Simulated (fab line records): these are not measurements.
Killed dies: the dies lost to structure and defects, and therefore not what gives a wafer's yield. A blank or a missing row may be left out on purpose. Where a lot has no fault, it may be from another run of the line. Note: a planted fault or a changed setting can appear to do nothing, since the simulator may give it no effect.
fab line records	flow sky130
record lots=7	wafers=21	last_day=50
route steps=708 shown VT_ADJUST_HVTP@87 VT_ADJUST_LVTN@97 PAD_OPEN@708
lots with no fault: from the same line, run without faults
start_h: hours from the record's first day to the start of the lot's first wafer shown	wait_h: hours elapsed since this lot's preceding step	" as in the row above	L1.1+2: several wafers, shown together as one row	- no value, or no start was given	* or withheld: withheld	< > ~ a bound
route shown NAME@n: NAME is a module with steps in the file, n the number in the route of the first one	usual: mean/standard deviation taken from wafers without a fault	same: alike in all rows	chamber/n: place in a boat	sites: readings site by site	_std_site: the standard deviation of these	_edge_site: mean of outer sites minus mean of inner sites	radius_mm: how far each site lies from the wafer's centre	mask NAME#n: copy n	behind: the most recent tool/chamber to have shaped the wafer	hold: the reason the lot was held/the length of the hold in hours/how it ended	device: the transistor (n, p or np) that didn't switch	end of line: the route-end tests of the same wafers	a step without rows: its recipe alone	killed: not the wafer's yield, but the dies lost to structure and defects at the first sort	map: dies across one wafer; x = killed, . = not, _ = none there
set.NAME: the setting the step ran with; set.NAME@STEP: the setting that earlier step ran with	model.NAME: the simulator's own value behind a step, which no gauge read
lots at some steps of the route; a table a step, a row a wafer
services: when a tool's chamber went out of use (start_h, in hours from the record's first day, below 0 if earlier), for how many hours, and the reason
## steps
# step SKY_VT_ADJUST_HVTP_COAT_02
# recipe resist=NOVOLAK	spin_rpm=3000	resist_thk_nm=1140
# step SKY_VT_ADJUST_HVTP_SOFTBAKE_03
# recipe temp_c=90	time_s=60	resist=NOVOLAK
# step SKY_VT_ADJUST_HVTP_EXPOSE_04
# recipe mask_id=HVTPM	na=0.6	source_shape=conventional	sigma_outer=0.6	polarization=unpolarized	target_cd_nm=380	dose_mj=142.5
# step SKY_VT_ADJUST_HVTP_PEB_05
# recipe temp_c=withheld	time_s=*	resist=NOVOLAK
# step SKY_VT_ADJUST_HVTP_DEVELOP_06
# recipe resist=NOVOLAK	developer=TMAH	develop_time_s=60	dev_temp_c=23
# step SKY_VT_ADJUST_HVTP_CD_MEAS_07
# recipe target_cd_nm=380
# usual cd_nm=379.4/2.4
lot.wafer	tool	chamber	start_h	wait_h	cd_nm
L445.2	cd_sem-01	-	178.66	0.1	379.1
L445.5	"	-	"	"	378.1
L445.6	"	-	"	"	379.0
L446.2	cd_sem-02	-	184.36	0.1	379.3
L446.5	"	-	"	"	379.9
L446.6	"	-	"	"	381.4
L453.2	cd_sem-02	-	248.51	0.1	378.1
L453.3	"	-	"	"	379.0
L453.4	"	-	"	"	378.5
L455.3	cd_sem-02	-	255.52	0.2	377.1
L455.4	"	-	"	"	377.4
L455.5	"	-	"	"	377.8
L454.1	cd_sem-02	-	256.03	0.1	378.5
L454.4	"	-	"	"	375.7
L454.5	"	-	"	"	378.3
L458.1	cd_sem-02	-	266.88	0.1	377.7
L458.5	"	-	"	"	379.1
L458.6	"	-	"	"	375.0
L459.1	cd_sem-02	-	274.32	0.1	382.3
L459.2	"	-	"	"	381.3
L459.3	"	-	"	"	383.4
# step SKY_VT_ADJUST_HVTP_OVL_MEAS_08
# usual VT_ADJUST_HVTP_OVL=0.0/1.3
lot.wafer	tool	chamber	start_h	wait_h	VT_ADJUST_HVTP_OVL[nm]
L445.2	overlay-02	-	178.77	0.1	-0.6
L445.5	"	-	"	"	1.5
L445.6	"	-	"	"	0.4
L446.2	overlay-02	-	184.47	0.1	0.8
L446.5	"	-	"	"	-0.5
L446.6	"	-	"	"	1.7
L453.2	overlay-01	-	248.62	0.1	-0.2
L453.3	"	-	"	"	0.2
L453.4	"	-	"	"	-1.5
L455.3	overlay-02	-	255.61	0.1	2.5
L455.4	"	-	"	"	1.1
L455.5	"	-	"	"	0.6
L454.1	overlay-02	-	256.15	0.1	-1.1
L454.4	"	-	"	"	-1.4
L454.5	"	-	"	"	-2.9
L458.1	overlay-01	-	267.00	0.1	0.8
L458.5	"	-	"	"	1.6
L458.6	"	-	"	"	1.1
L459.1	overlay-02	-	274.44	0.1	-1.3
L459.2	"	-	"	"	0.1
L459.3	"	-	"	"	1.4
# step SKY_VT_ADJUST_HVTP_IMPLANT_09
# recipe species=As	energy_kev=150	dose_cm2=4.3e+12	tilt_deg=withheld
# step SKY_VT_ADJUST_HVTP_STRIP_10
# recipe chemistry=O2/N2	power_w=1400	pressure_mtorr=1500	platen_temp_c=withheld	o2_flow_sccm=3000	n2_flow_sccm=300	overash_fraction=0.5
# usual drypump_motor_current_A=6.0/0.42	oes_product_au=0.715/0.0047	strip_time_to_endpoint_s=14.19/0.046
lot.wafer	tool	chamber	start_h	wait_h	drypump_motor_current_A	oes_product_au	rf_hours_counter_h	strip_time_to_endpoint_s
L445.2	plasma_asher-02	0	178.95	0.1	5.3	0.715	2	14.20
L445.5	"	1	"	"	5.6	0.712	-	14.19
L445.6	"	0	"	"	5.2	0.721	-	14.21
L446.2	plasma_asher-04	1	184.65	0.1	6.1	0.720	37	14.19
L446.5	"	1	"	"	6.1	0.711	-	14.21
L446.6	"	0	"	"	5.7	0.713	-	14.16
L453.2	plasma_asher-02	1	248.80	0.1	5.6	0.720	8	14.15
L453.3	"	0	"	"	5.3	0.713	-	14.14
L453.4	"	1	"	"	5.6	0.711	-	14.13
L455.3	plasma_asher-02	1	255.82	0.1	5.6	0.714	-	14.19
L455.4	"	0	"	"	5.3	0.718	-	14.20
L455.5	"	1	"	"	5.6	0.712	-	14.21
L454.1	plasma_asher-01	1	256.34	0.1	6.5	0.709	61	14.12
L454.4	"	0	"	"	5.7	0.717	-	14.12
L454.5	"	1	"	"	6.5	0.721	-	14.11
L458.1	plasma_asher-04	1	267.19	0.1	6.1	0.711	45	14.16
L458.5	"	0	"	"	5.8	0.710	-	14.14
L458.6	"	1	"	"	6.1	0.721	-	14.12
L459.1	plasma_asher-01	0	274.62	0.1	5.8	0.709	62	14.23
L459.2	"	1	"	"	6.6	0.712	62	14.20
L459.3	"	1	"	"	6.5	0.715	-	14.23
# step SKY_VT_ADJUST_HVTP_TW_MEAS_11
# usual VT_ADJUST_HVTP_TW=1353/6.5
lot.wafer	tool	chamber	start_h	wait_h	VT_ADJUST_HVTP_TW
L445.2	film_metro-02	-	179.06	0.1	1348
L445.5	"	-	"	"	1354
L445.6	"	-	"	"	1349
L446.2	film_metro-02	-	184.76	0.1	1348
L446.5	"	-	"	"	1354
L446.6	"	-	"	"	1346
L453.2	film_metro-02	-	248.91	0.1	1353
L453.3	"	-	"	"	1352
L453.4	"	-	"	"	1348
L455.3	film_metro-03	-	255.90	0.1	1355
L455.4	"	-	"	"	1355
L455.5	"	-	"	"	1351
L454.1	film_metro-02	-	256.44	0.1	1348
L454.4	"	-	"	"	1363
L454.5	"	-	"	"	1349
L458.1	film_metro-02	-	267.29	0.1	1357
L458.5	"	-	"	"	1355
L458.6	"	-	"	"	1355
L459.1	film_metro-03	-	274.72	0.1	1345
L459.2	"	-	"	"	1348
L459.3	"	-	"	"	1348
# step SKY_VT_ADJUST_LVTN_DEHYDRATE_00
# recipe temp_c=200	time_s=60
# step SKY_VT_ADJUST_LVTN_HMDS_01
# recipe prime_time_s=60	prime_temp_c=120
# step SKY_VT_ADJUST_LVTN_COAT_02
# recipe spin_rpm=2000	resist_thk_nm=3000
# usual chill_plate_temp_C=23.00/0.11	dispense_pressure_kPa=49/5.4
lot.wafer	tool	chamber	start_h	wait_h	chill_plate_temp_C	dispense_pressure_kPa
L445.2	litho_track-03	0	189.34	0.1	22.95	50
L445.5	"	0	"	"	22.99	50
L445.6	"	0	"	"	23.03	50
L446.2	litho_track-04	0	195.01	0.1	22.99	55
L446.5	"	0	"	"	23.03	55
L446.6	"	0	"	"	23.05	55
L453.2	litho_track-03	-	260.09	0.1	-	-
L453.3	"	-	"	"	-	-
L453.4	"	-	"	"	-	-
L455.3	litho_track-03	-	267.67	0.1	-	-
L455.4	"	-	"	"	-	-
L455.5	"	-	"	"	-	-
L454.1	litho_track-02	-	267.79	0.1	-	-
L454.4	"	-	"	"	-	-
L454.5	"	-	"	"	-	-
L458.1	litho_track-02	0	279.04	0.1	23.19	42
L458.5	"	0	"	"	23.05	42
L458.6	"	0	"	"	23.16	42
L459.1	litho_track-02	0	286.24	0.1	23.04	42
L459.2	"	0	"	"	23.25	42
L459.3	"	0	"	"	23.01	42
# step SKY_VT_ADJUST_LVTN_SOFTBAKE_03
# recipe temp_c=110	time_s=withheld
# step SKY_VT_ADJUST_LVTN_EXPOSE_04
# recipe mask_id=NWM_COMPLEMENT_LESS_NATIVE	na=0.6	source_shape=conventional	sigma_outer=0.6	polarization=unpolarized	target_cd_nm=840	dose_mj=194
# step SKY_VT_ADJUST_LVTN_PEB_05
# recipe temp_c=115	time_s=withheld
# step SKY_VT_ADJUST_LVTN_DEVELOP_06
# recipe wall_angle_deg=90	developer=TMAH	develop_time_s=60	dev_temp_c=23
# step SKY_VT_ADJUST_LVTN_OVL_MEAS_07
# usual VT_ADJUST_LVTN_OVL=0.4/1.3
lot.wafer	tool	chamber	start_h	wait_h	VT_ADJUST_LVTN_OVL[nm]
L445.2	overlay-02	-	200.72	-	1.2
L445.5	"	-	"	"	0.6
L445.6	"	-	"	"	-1.0
L446.2	overlay-01	-	205.45	-	2.7
L446.5	"	-	"	"	-0.2
L446.6	"	-	"	"	2.1
L453.2	overlay-01	-	272.75	-	-
L453.3	"	-	"	"	-
L453.4	"	-	"	"	-
L455.3	overlay-01	-	279.83	-	-
L455.4	"	-	"	"	-
L455.5	"	-	"	"	-
L454.1	overlay-02	-	280.39	-	-
L454.4	"	-	"	"	-
L454.5	"	-	"	"	-
L458.1	overlay-02	-	291.24	-	0.0
L458.5	"	-	"	"	-0.3
L458.6	"	-	"	"	-0.4
L459.1	overlay-01	-	300.04	-	1.5
L459.2	"	-	"	"	1.3
L459.3	"	-	"	"	-0.3
# step SKY_VT_ADJUST_LVTN_IMPLANT_08
# recipe species=B	energy_kev=30	dose_cm2=1.604e+12	tilt_deg=withheld
# step SKY_VT_ADJUST_LVTN_STRIP_09
# recipe chemistry=O2/N2	power_w=1400	pressure_mtorr=1500	platen_temp_c=withheld	o2_flow_sccm=3000	n2_flow_sccm=300	overash_fraction=0.5
# usual drypump_motor_current_A=5.9/0.38	oes_product_au=0.722/0.0045	strip_time_to_endpoint_s=36.92/0.12
lot.wafer	tool	chamber	start_h	wait_h	drypump_motor_current_A	oes_product_au	rf_hours_counter_h	strip_time_to_endpoint_s
L445.2	plasma_asher-01	1	200.90	0.1	6.5	0.725	55	37.17
L445.5	"	1	"	"	6.5	0.722	-	37.03
L445.6	"	0	"	"	5.8	0.711	-	37.08
L446.2	plasma_asher-01	0	205.63	0.1	5.7	0.719	56	36.89
L446.5	"	0	"	"	5.7	0.722	-	36.89
L446.6	"	1	"	"	6.6	0.728	-	36.83
L453.2	plasma_asher-03	0	272.93	0.1	5.3	-	63	-
L453.3	"	1	"	"	5.7	-	-	-
L453.4	"	0	"	"	5.3	-	-	-
L455.3	plasma_asher-04	0	280.04	0.1	5.7	-	-	-
L455.4	"	1	"	"	6.1	-	-	-
L455.5	"	0	"	"	5.8	-	-	-
L454.1	plasma_asher-01	0	280.57	0.1	5.8	-	63	-
L454.4	"	1	"	"	6.5	-	-	-
L454.5	"	0	"	"	5.8	-	-	-
L458.1	plasma_asher-03	0	291.42	0.1	5.3	0.725	65	37.18
L458.5	"	0	"	"	5.3	0.724	-	37.04
L458.6	"	1	"	"	5.7	0.714	-	37.00
L459.1	plasma_asher-03	0	300.23	0.1	5.3	0.722	65	36.94
L459.2	"	1	"	"	5.7	0.728	65	37.10
L459.3	"	1	"	"	5.8	0.717	-	37.06
# step SKY_VT_ADJUST_LVTN_TW_MEAS_10
# usual VT_ADJUST_LVTN_TW=242.5/1.3
lot.wafer	tool	chamber	start_h	wait_h	VT_ADJUST_LVTN_TW
L445.2	film_metro-03	-	201.01	0.1	243.2
L445.5	"	-	"	"	241.3
L445.6	"	-	"	"	243.6
L446.2	film_metro-03	-	205.74	0.1	242.1
L446.5	"	-	"	"	241.3
L446.6	"	-	"	"	241.0
L453.2	film_metro-04	-	273.04	0.1	242.5
L453.3	"	-	"	"	242.7
L453.4	"	-	"	"	242.5
L455.3	film_metro-03	-	280.12	0.1	241.1
L455.4	"	-	"	"	241.9
L455.5	"	-	"	"	240.4
L454.1	film_metro-03	-	280.67	0.1	242.4
L454.4	"	-	"	"	241.0
L454.5	"	-	"	"	239.9
L458.1	film_metro-02	-	291.52	0.1	244.2
L458.5	"	-	"	"	245.2
L458.6	"	-	"	"	243.8
L459.1	film_metro-04	-	300.33	0.1	242.2
L459.2	"	-	"	"	241.9
L459.3	"	-	"	"	240.9
# step SKY_VT_ADJUST_LVTN_DEHYDRATE_11
# recipe temp_c=200	time_s=60
# step SKY_VT_ADJUST_LVTN_HMDS_12
# recipe prime_time_s=60	prime_temp_c=120
# step SKY_VT_ADJUST_LVTN_COAT_13
# recipe resist=NOVOLAK	spin_rpm=3000	resist_thk_nm=1140
# step SKY_VT_ADJUST_LVTN_SOFTBAKE_14
# recipe temp_c=90	time_s=60	resist=NOVOLAK
# step SKY_VT_ADJUST_LVTN_EXPOSE_15
# recipe mask_id=HVN_STD_DERIVED	na=0.6	source_shape=conventional	sigma_outer=0.6	polarization=unpolarized	target_cd_nm=600	dose_mj=163
# step SKY_VT_ADJUST_LVTN_PEB_16
# recipe temp_c=withheld	time_s=*	resist=NOVOLAK
# step SKY_VT_ADJUST_LVTN_DEVELOP_17
# recipe resist=NOVOLAK	developer=TMAH	develop_time_s=60	dev_temp_c=23
# step SKY_VT_ADJUST_LVTN_OVL_MEAS_18
# usual VT_ADJUST_LVTN_01_OVL=-1.5/1.2
lot.wafer	tool	chamber	start_h	wait_h	VT_ADJUST_LVTN_01_OVL[nm]
L445.2	overlay-02	-	222.98	0.1	-1.5
L445.5	"	-	"	"	-0.5
L445.6	"	-	"	"	-2.1
L446.2	overlay-01	-	227.90	0.1	-0.3
L446.5	"	-	"	"	-2.4
L446.6	"	-	"	"	0.4
L453.2	overlay-02	-	297.80	0.1	-2.8
L453.3	"	-	"	"	-1.2
L453.4	"	-	"	"	-2.0
L455.3	overlay-02	-	305.40	0.1	-3.3
L455.4	"	-	"	"	-3.0
L455.5	"	-	"	"	-2.7
L454.1	overlay-02	-	306.04	0.1	-1.7
L454.4	"	-	"	"	-2.4
L454.5	"	-	"	"	-1.5
L458.1	overlay-02	-	317.14	0.1	-0.3
L458.5	"	-	"	"	1.6
L458.6	"	-	"	"	0.4
L459.1	overlay-02	-	326.84	0.1	-1.9
L459.2	"	-	"	"	-0.5
L459.3	"	-	"	"	-2.3
# step SKY_VT_ADJUST_LVTN_IMPLANT_19
# recipe species=B	energy_kev=30	dose_cm2=6.5e+11	tilt_deg=withheld
# step SKY_VT_ADJUST_LVTN_STRIP_20
# recipe chemistry=O2/N2	power_w=1400	pressure_mtorr=1500	platen_temp_c=withheld	o2_flow_sccm=3000	n2_flow_sccm=300	overash_fraction=0.5
# usual drypump_motor_current_A=5.8/0.38	oes_product_au=0.716/0.0045	strip_time_to_endpoint_s=14.19/0.048
lot.wafer	tool	chamber	start_h	wait_h	drypump_motor_current_A	oes_product_au	rf_hours_counter_h	strip_time_to_endpoint_s
L445.2	plasma_asher-04	0	223.16	0.1	5.8	0.713	41	14.21
L445.5	"	1	"	"	6.1	0.716	-	14.21
L445.6	"	0	"	"	5.7	0.725	-	14.19
L446.2	plasma_asher-03	0	228.08	0.1	5.3	0.721	58	14.20
L446.5	"	0	"	"	5.3	0.714	-	14.18
L446.6	"	1	"	"	5.7	0.711	-	14.15
L453.2	plasma_asher-01	0	297.98	0.1	5.7	0.721	65	14.09
L453.3	"	0	"	"	5.7	0.713	-	14.14
L453.4	"	1	"	"	6.6	0.714	-	14.15
L455.3	plasma_asher-01	1	305.61	0.1	6.5	0.712	-	14.13
L455.4	"	0	"	"	5.8	0.714	-	14.15
L455.5	"	1	"	"	6.6	0.719	-	14.18
L454.1	plasma_asher-03	1	306.22	0.1	5.7	0.705	66	14.20
L454.4	"	0	"	"	5.3	0.716	-	14.22
L454.5	"	0	"	"	5.3	0.702	-	14.21
L458.1	plasma_asher-01	1	317.32	0.1	6.5	0.720	67	14.16
L458.5	"	1	"	"	6.5	0.726	-	14.16
L458.6	"	0	"	"	5.7	0.720	-	14.15
L459.1	plasma_asher-04	0	327.03	0.1	5.7	0.719	51	14.17
L459.2	"	1	"	"	6.1	0.718	51	14.17
L459.3	"	1	"	"	6.1	0.711	-	14.21
# step SKY_VT_ADJUST_LVTN_TW_MEAS_21
# usual VT_ADJUST_LVTN_2_TW=187.9/0.92
lot.wafer	tool	chamber	start_h	wait_h	hold	VT_ADJUST_LVTN_2_TW
L445.2	film_metro-04	-	223.27	0.1	-	189.1
L445.5	"	-	"	"	-	189.6
L445.6	"	-	"	"	-	187.5
L446.2	film_metro-03	-	228.19	0.1	-	187.7
L446.5	"	-	"	"	-	188.2
L446.6	"	-	"	"	-	187.4
L453.2	film_metro-04	-	298.09	0.1	await_dispo/0.2h/release	266.4
L453.3	"	-	"	"	await_dispo/0.2h/release	266.1
L453.4	"	-	"	"	await_dispo/0.2h/release	265.9
L453.2	film_metro-04	-	298.31	0.2	-	268.3
L453.3	"	-	"	"	-	267.4
L453.4	"	-	"	"	-	266.3
L455.3	film_metro-02	-	305.69	0.1	await_dispo/0.2h/release	269.7
L455.4	"	-	"	"	await_dispo/0.2h/release	269.0
L455.5	"	-	"	"	await_dispo/0.2h/release	270.3
L455.3	film_metro-02	-	305.92	0.2	-	268.8
L455.4	"	-	"	"	-	269.7
L455.5	"	-	"	"	-	270.9
L454.1	film_metro-04	-	306.32	0.1	await_dispo/0.2h/release	266.7
L454.4	"	-	"	"	await_dispo/0.2h/release	266.2
L454.5	"	-	"	"	await_dispo/0.2h/release	267.5
L454.1	film_metro-04	-	306.55	0.2	-	268.5
L454.4	"	-	"	"	-	267.4
L454.5	"	-	"	"	-	267.8
L458.1	film_metro-03	-	317.42	0.1	-	187.9
L458.5	"	-	"	"	-	188.8
L458.6	"	-	"	"	-	188.5
L459.1	film_metro-03	-	327.13	0.1	-	188.5
L459.2	"	-	"	"	-	187.6
L459.3	"	-	"	"	-	187.8
# step SKY_PAD_OPEN_PROBE_99
# usual defect_limited_yield=83.0/1.9	killed_at_M0_to_M3=43/6.9	killed_at_M4_up=3.1/1.9	killed_at_contacts=24/5.4	killed_at_front_end=14/4.3	killed_at_other=0.3/0.53	killed_dies=84/9.5	killed_on_rim=16/4.1	killed_open=46/6.8	killed_short=38/6	sort_bin_3_pad_short=0.9/0.46	sort_bin_5_function=10.0/1.4	sort_bin_6_memory=6.1/1.1	sort_n_pass=408/9.5	sort_yield_pct=83.0/1.9
# same gross_dies=492	killed_at_back_side=0	sort_bin_4_leakage[%]=0	sort_bin_8_speed[%]=0
lot.wafer	tool	chamber	start_h	wait_h	defect_limited_yield[%]	killed_at_M0_to_M3	killed_at_M4_up	killed_at_contacts	killed_at_front_end	killed_at_other	killed_dies	killed_on_rim	killed_open	killed_short	sort_bin_3_pad_short[%]	sort_bin_5_function[%]	sort_bin_6_memory[%]	sort_n_pass	sort_yield_pct[%]
L445.2	prober-01	-	1132.06	0.1	82.3	40	4	23	19	1	87	21	49	37	0.8	10.6	6.3	405	82.3
L445.5	prober-01	-	1132.21	0.2	84.1	40	4	20	14	0	78	15	38	39	1.4	9.3	5.1	414	84.1
L445.6	prober-01	-	1132.26	0.2	83.5	39	3	26	13	0	81	21	45	36	0.6	9.1	6.7	411	83.5
L446.2	prober-02	-	1133.95	0.1	84.3	31	2	30	14	0	77	13	41	36	1.4	8.1	6.1	415	84.3
L446.5	prober-02	-	1134.10	0.2	82.5	39	5	28	13	1	86	13	48	38	0.6	12.6	4.3	406	82.5
L446.6	prober-02	-	1134.15	0.2	81.7	40	3	31	16	0	90	16	51	39	0.8	10.4	7.1	402	81.7
L458.1	prober-02	-	1206.65	0.1	80.9	45	4	23	21	1	94	17	49	45	1.2	11.8	6.1	398	80.9
L458.5	prober-02	-	1206.85	0.2	83.5	35	1	25	19	1	81	18	40	41	1.0	8.9	6.5	411	83.5
L458.6	prober-02	-	1206.90	0.2	82.5	45	0	24	17	0	86	17	52	34	0.8	10.2	6.5	406	82.5
L459.1	prober-02	-	1211.25	0.1	83.9	44	3	19	12	1	79	9	41	37	0.6	10.2	5.3	413	83.9
L459.2	prober-02	-	1211.30	0.1	82.5	53	5	15	13	0	86	23	46	40	0.8	11.0	5.7	406	82.5
L459.3	prober-02	-	1211.35	0.2	84.3	40	2	26	9	0	77	14	45	32	0.4	9.8	5.5	415	84.3
# killed by level:class
L445.2 VIA1:geometric_particle:open=12 LI_CONTACT:geometric_particle:open=9 POLY_GATE:geometric_particle:short=7 VIA1:geometric_particle:short=7 VIA3:geometric_particle:open=6 CONTACT:geometric_particle:open=5 VIA2:geometric_particle:open=5 FIELD_ISO:geometric_particle:open=4
L445.5 VIA3:geometric_particle:open=10 CONTACT:geometric_particle:short=7 VIA1:geometric_particle:open=7 METAL2:geometric_particle:short=5 LI_CONTACT:geometric_particle:open=5 METAL1:geometric_particle:short=5 VIA2:geometric_particle:open=5 FIELD_ISO:geometric_particle:short=4
L445.6 VIA1:geometric_particle:open=11 LI_CONTACT:geometric_particle:open=9 CONTACT:geometric_particle:open=7 VIA3:geometric_particle:open=6 LOCAL_INTERCONNECT:geometric_particle:short=5 METAL1:geometric_particle:short=5 FIELD_ISO:geometric_particle:short=4 POLY_GATE:geometric_particle:open=4
L446.2 VIA1:geometric_particle:open=9 CONTACT:geometric_particle:open=8 METAL2:geometric_particle:short=7 LI_CONTACT:geometric_particle:open=7 LOCAL_INTERCONNECT:geometric_particle:short=5 VIA3:geometric_particle:open=5 POLY_GATE:geometric_particle:short=4 LI_CONTACT:geometric_particle:short=4
L446.5 LI_CONTACT:geometric_particle:open=11 VIA1:geometric_particle:open=11 CONTACT:geometric_particle:open=7 POLY_GATE:geometric_particle:open=6 LI_CONTACT:geometric_particle:short=6 METAL2:geometric_particle:short=6 VIA2:geometric_particle:short=4 VIA1:geometric_particle:short=4
L446.6 LI_CONTACT:geometric_particle:open=12 VIA1:geometric_particle:open=10 CONTACT:geometric_particle:open=9 LOCAL_INTERCONNECT:geometric_particle:short=6 VIA1:geometric_particle:short=6 VIA2:geometric_particle:open=6 METAL2:geometric_particle:short=5 FIELD_ISO:geometric_particle:open=4
L458.1 VIA1:geometric_particle:open=12 VIA3:geometric_particle:open=8 CONTACT:geometric_particle:open=7 FIELD_ISO:geometric_particle:short=6 POLY_GATE:geometric_particle:short=6 LI_CONTACT:geometric_particle:open=6 METAL2:geometric_particle:short=6 VIA1:geometric_particle:short=5
L458.5 CONTACT:geometric_particle:open=8 VIA1:geometric_particle:short=7 FIELD_ISO:geometric_particle:open=6 LOCAL_INTERCONNECT:geometric_particle:short=5 VIA2:geometric_particle:open=5 FIELD_ISO:geometric_particle:short=4 POLY_GATE:geometric_particle:open=4 LI_CONTACT:geometric_particle:open=4
L458.6 LOCAL_INTERCONNECT:geometric_particle:short=9 VIA3:geometric_particle:open=8 POLY_GATE:geometric_particle:open=7 CONTACT:geometric_particle:open=7 VIA1:geometric_particle:open=7 VIA3:geometric_particle:short=7 FIELD_ISO:geometric_particle:open=5 LI_CONTACT:geometric_particle:open=5
L459.1 VIA1:geometric_particle:open=11 VIA3:geometric_particle:open=9 CONTACT:geometric_particle:open=6 VIA2:geometric_particle:open=6 CONTACT:geometric_particle:short=5 FIELD_ISO:geometric_particle:short=4 POLY_GATE:geometric_particle:short=4 VIA3:geometric_particle:short=4
L459.2 VIA3:geometric_particle:open=13 VIA2:geometric_particle:open=9 VIA1:geometric_particle:open=8 METAL1:geometric_particle:short=6 METAL2:geometric_particle:short=5 CONTACT:geometric_particle:open=5 VIA3:geometric_particle:short=5 METAL4:geometric_particle:short=5
L459.3 LI_CONTACT:geometric_particle:open=9 VIA2:geometric_particle:open=8 VIA1:geometric_particle:open=8 CONTACT:geometric_particle:open=6 METAL2:geometric_particle:short=6 VIA3:geometric_particle:open=5 CONTACT:geometric_particle:short=5 METAL1:geometric_particle:short=4
## services
tool	chamber	start_h	hours	kind
plasma_asher-02	0	158.79	-	clean
plasma_asher-02	1	158.79	-	clean
plasma_asher-01	-	221.07	2.8	pm
plasma_asher-02	-	274.06	2.7	repair
## key
first_sign step=SKY_VT_ADJUST_LVTN_COAT_02	reading=tool_record	direction=missing
effect step=SKY_VT_ADJUST_LVTN_OVL_MEAS_07	reading=VT_ADJUST_LVTN_OVL	direction=missing
effect step=SKY_VT_ADJUST_LVTN_TW_MEAS_21	reading=visit	direction=added
effect step=SKY_VT_ADJUST_LVTN_TW_MEAS_21	reading=VT_ADJUST_LVTN_2_TW	direction=up	sigmas=87	usual=187.9	struck=267.6
met_at SKY_VT_ADJUST_LVTN_COAT_02
struck_wafers L453.2,L453.3,L453.4,L454.1,L454.4,L454.5,L455.3,L455.4,L455.5
scrapped_behind SKY_VT_ADJUST_LVTN_TW_MEAS_21 L453.2,L453.3,L453.4,L454.1,L454.4,L454.5,L455.3,L455.4,L455.5
onset_between 189.34 260.09
fault kind=skipped_step_whole	tool=litho_track-02,litho_track-03	chamber=-	onset_h=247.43	steps=SKY_VT_ADJUST_LVTN_COAT_02	scope=struck_lots_only
